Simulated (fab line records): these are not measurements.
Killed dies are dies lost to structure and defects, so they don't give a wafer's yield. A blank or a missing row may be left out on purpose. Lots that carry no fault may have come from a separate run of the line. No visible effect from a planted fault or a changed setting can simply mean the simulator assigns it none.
A lot that was struck, set against a sound lot + flow gf180mcu + 18 out of 602 route steps
Sound: these wafers, L142.1, L142.4, L142.5. Wafers struck: L151.1, L151.2, L151.5. The cause is named last.
For every step that has rows: the tool of each side, followed by ch and its chambers, followed by its first start. Under that, the readings that differ: sound wafers + struck wafers + difference of the means + sigmas: that difference in standard deviations of wafers without a fault.
alike: same words and numbers on both sides, and readings whose means sit less than 2 such deviations apart. not compared: any withheld reading, any reading some wafer has no value for, any bound like >300 that may hide the same value, and any number with overlapping values for which the record gives no deviation.
Wherever a step has rows on one side only, a row that says differs or no value, or a row with sigmas, the two part there. Non-overlapping numbers with no deviation appear without sigmas and do not part them. A reading that every wafer of one side lacks parts them only if that side has two wafers or more.

first, 3 steps without rows for these wafers: GF_V4_EXPOSE_11 (exposes mask Via4, target cd 260 nm); GF_V4_PEB_12 (peb time 90 s); GF_V4_DEVELOP_13 (develop time 60 s).
GF_V4_CD_MEAS_14: the cd target is 260 nm.
  sound on cd-sem-01 at day 27 23:23; struck on cd-sem-01 at day 30 08:28
  alike: cd-nm
GF_V4_OVL_MEAS_15:
  sound on overlay-02 at day 27 23:31; struck on overlay-02 at day 30 08:35
  alike: V4_OVL
GF_V4_ETCH_16: etches BARC in N2/H2.
  sound on rie-diel-01 ch 0,2, day 27 23:33; struck on rie-diel-01 ch 0,1,2, day 30 08:38
  alike: drypump-motor-current-A, n2-flow-sccm, oes-product-au, rf-fwd-power-W, throttle-valve-pct
then, 1 step without rows for these wafers: GF_V4_ETCH_17 (etches SiO2 in C4F8/O2/Ar, stops on TiN, target depth 630 nm).
GF_V4_STRIP_18: strips in O2/N2.
  sound on plasma-asher-01 ch 0, day 27 23:40; struck on plasma-asher-03 ch 0,1, day 30 08:46
| reading            | sound       | struck      | difference | sigmas |
|--------------------|-------------|-------------|------------|--------|
| heater-power-w (W) | 285 285 280 | 337 349 335 | +57        | +2     |
  alike: drypump-motor-current-A, n2-flow-sccm, oes-product-au
  not compared: rf-hours-counter-h
then, 2 steps without rows for these wafers: GF_V4_STRIP_19 (strips in post etch residue remover, time 1200 s); GF_V4_CLEAN_20 (cleans in DIW).
GF_V4_SPUTTER_21: material Ti, target thk 15 nm, time 80.02 s.
  sound on pvd-sputter-03 at day 28 00:13; struck on pvd-sputter-04 at day 30 09:17
  alike: chamber-pressure-pa, throttle-valve-pct
GF_V4_SPUTTER_22: material TiN, target thk 10 nm, time 40 s.
  sound on pvd-sputter-03 at day 28 00:17; struck on pvd-sputter-04 at day 30 09:21
  alike: chamber-pressure-pa, throttle-valve-pct
GF_V4_CVD_23: deposits W, target thk 350 nm, time 104.9 s.
  sound on cvd-w-02 ch 1, day 28 00:19; struck on cvd-w-02 ch 0,1, day 30 09:23
| reading                          | sound             | struck            | difference | sigmas      |
|----------------------------------|-------------------|-------------------|------------|-------------|
| chamber-pressure-Torr (Torr)     | 40.01 39.98 40.00 | 60.15 60.27 60.04 | +20.16     | +99 or more |
| model.W_of_V4_CVD_23.thk-nm (nm) | 337.7 336.5 336.6 | 424.8 427.6 427   | +89.5      |             |
  alike: heater-power-w
GF_V4_RS_MEAS_24: measures by four-point-probe.
  sound on film-metro-03 at day 28 00:26; struck on film-metro-04 at day 30 09:30
| reading          | sound             | struck            | difference | sigmas |
|------------------|-------------------|-------------------|------------|--------|
| V4_W_RS (ohm/sq) | 0.339 0.341 0.341 | 0.269 0.267 0.268 | -0.072     | -17    |
GF_V4_THK_MEAS_25: measures by xrf.
  sound on film-metro-03 at day 28 00:33; struck on film-metro-04 at day 30 09:37
| reading       | sound       | struck      | difference | sigmas |
|---------------|-------------|-------------|------------|--------|
| V4_W_THK (nm) | 338 339 338 | 422 428 420 | +85        | +17    |
GF_V4_CMP_26: polishes, stops on SiO2, t overpolish 15 s, target thk 0 nm.
  sound on cmp-02 ch 2,3, day 28 00:37; struck on cmp-01 ch 0,2,3, day 30 09:41
| reading                | sound    | struck      | difference | sigmas |
|------------------------|----------|-------------|------------|--------|
| time-to-endpoint-s (s) | 83 90 85 | 100 110 108 | +20        | +5     |
  alike: motor-current-A
GF_MIM_SPUTTER_00: material Ti, target thk 37.5 nm, time 150 s.
  sound on pvd-sputter-01 at day 28 00:55; struck on pvd-sputter-02 at day 30 09:59
  alike: chamber-pressure-pa, throttle-valve-pct
-- the record jumps here: 4 days lie between the struck wafers' starts before and after (it left off in module MIM and takes up again in module PASSIVATION, whose first step shown is number 602 of the route) --
GF_PASSIVATION_PROBE_99:
  only the struck wafers here have rows in the record (prober-02, day 34 04:41); the sound ones have none

WHERE THEY PART
At GF_V4_STRIP_18 first; at GF_PASSIVATION_PROBE_99 last (within this record only).

WHY: what had been put in by the simulator
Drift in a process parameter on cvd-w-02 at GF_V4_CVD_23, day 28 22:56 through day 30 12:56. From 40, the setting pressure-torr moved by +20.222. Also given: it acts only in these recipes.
